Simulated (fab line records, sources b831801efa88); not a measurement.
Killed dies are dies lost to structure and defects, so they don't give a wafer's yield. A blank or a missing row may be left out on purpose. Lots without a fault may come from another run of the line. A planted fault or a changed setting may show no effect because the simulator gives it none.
One fault seen from 2 desks | flow gf180mcu | each desk has only its own numbers; what lay behind them comes last

THE METROLOGY DESK
What the gauges read, lot by lot, whatever tool the lot ran on: means of the sampled wafers that have a number. A lot is out of limits, marked OUT, if its mean lies more than 4 standard deviations from the usual mean; the brackets give that distance.
Columns: A = V5_W_THK at GF_V5_THK_MEAS_25, usual 348 nm
lot  | first seen here | A
L260 | day 27 10:20    | 361
L261 | day 27 17:31    | 346
L262 | day 28 03:56    | 345
L264 | day 28 09:16    | 345
L265 | day 28 17:20    | 349
L268 | day 29 22:10    | 350
L269 | day 30 01:26    | 343
L271 | day 30 14:20    | 346
L277 | day 32 09:25    | 348
L278 | day 32 11:25    | 355
L280 | day 32 23:32    | 351
L281 | day 33 02:04    | 350
L282 | day 33 10:03    | 341
This desk's finding: nothing out of limits on any of the 13 lots.

THE TOOL OWNER'S DESK: cmp-01
The tool's own readings at GF_CONTACT_CMP_27 (polishes, stops on SiO2, t overpolish 15 s, target thk 0 nm): means of the sampled wafers that have a number, for each lot that ran on this tool. A lot is out of limits, marked OUT, if its mean lies more than 4 standard deviations from the usual mean; the brackets give that distance.
Columns: A = motor_current_A at GF_CONTACT_CMP_27, usual 11.3 A; B = overpolish_run_s at GF_CONTACT_CMP_27, usual 15.000 s; C = platen_rpm at GF_CONTACT_CMP_27, usual 60.01 rpm; D = slurry_flow_ml_min at GF_CONTACT_CMP_27, usual 150.0; E = time_to_endpoint_s at GF_CONTACT_CMP_27, usual 71 s
lot  | first seen here | A    | B      | C     | D     | E
L260 | day 16 10:07    | 12.0 | 15.002 | 59.99 | 149.9 | 78
L264 | day 17 11:47    | 12.0 | 15.002 | 60.02 | 150.6 | 74
L265 | day 17 20:29    | 11.1 | 14.999 | 59.97 | 150.3 | 76
L268 | day 19 07:16    | 10.7 | 15.006 | 60.00 | 149.3 | 70
L269 | day 19 12:22    | 11.6 | 14.993 | 60.02 | 149.9 | 72
L277 | day 22 12:37    | 12.7 | 14.999 | 59.96 | 150.1 | 71
L278 | day 22 20:38    | 11.7 | 15.003 | 59.98 | 149.9 | 72
L280 | day 23 06:22    | 11.8 | 15.000 | 60.03 | 150.4 | 70
L281 | day 23 12:55    | 10.7 | 14.997 | 60.03 | 150.1 | 71
L282 | day 23 23:20    | 10.0 | 14.996 | 59.97 | 150.0 | 79
This desk's finding: nothing out of limits on any of the 10 lots.

PUT TOGETHER
The metrology desk saw nothing out of limits.
The tool owner's desk saw nothing out of limits.

WHAT THE SIMULATOR HAD PUT IN
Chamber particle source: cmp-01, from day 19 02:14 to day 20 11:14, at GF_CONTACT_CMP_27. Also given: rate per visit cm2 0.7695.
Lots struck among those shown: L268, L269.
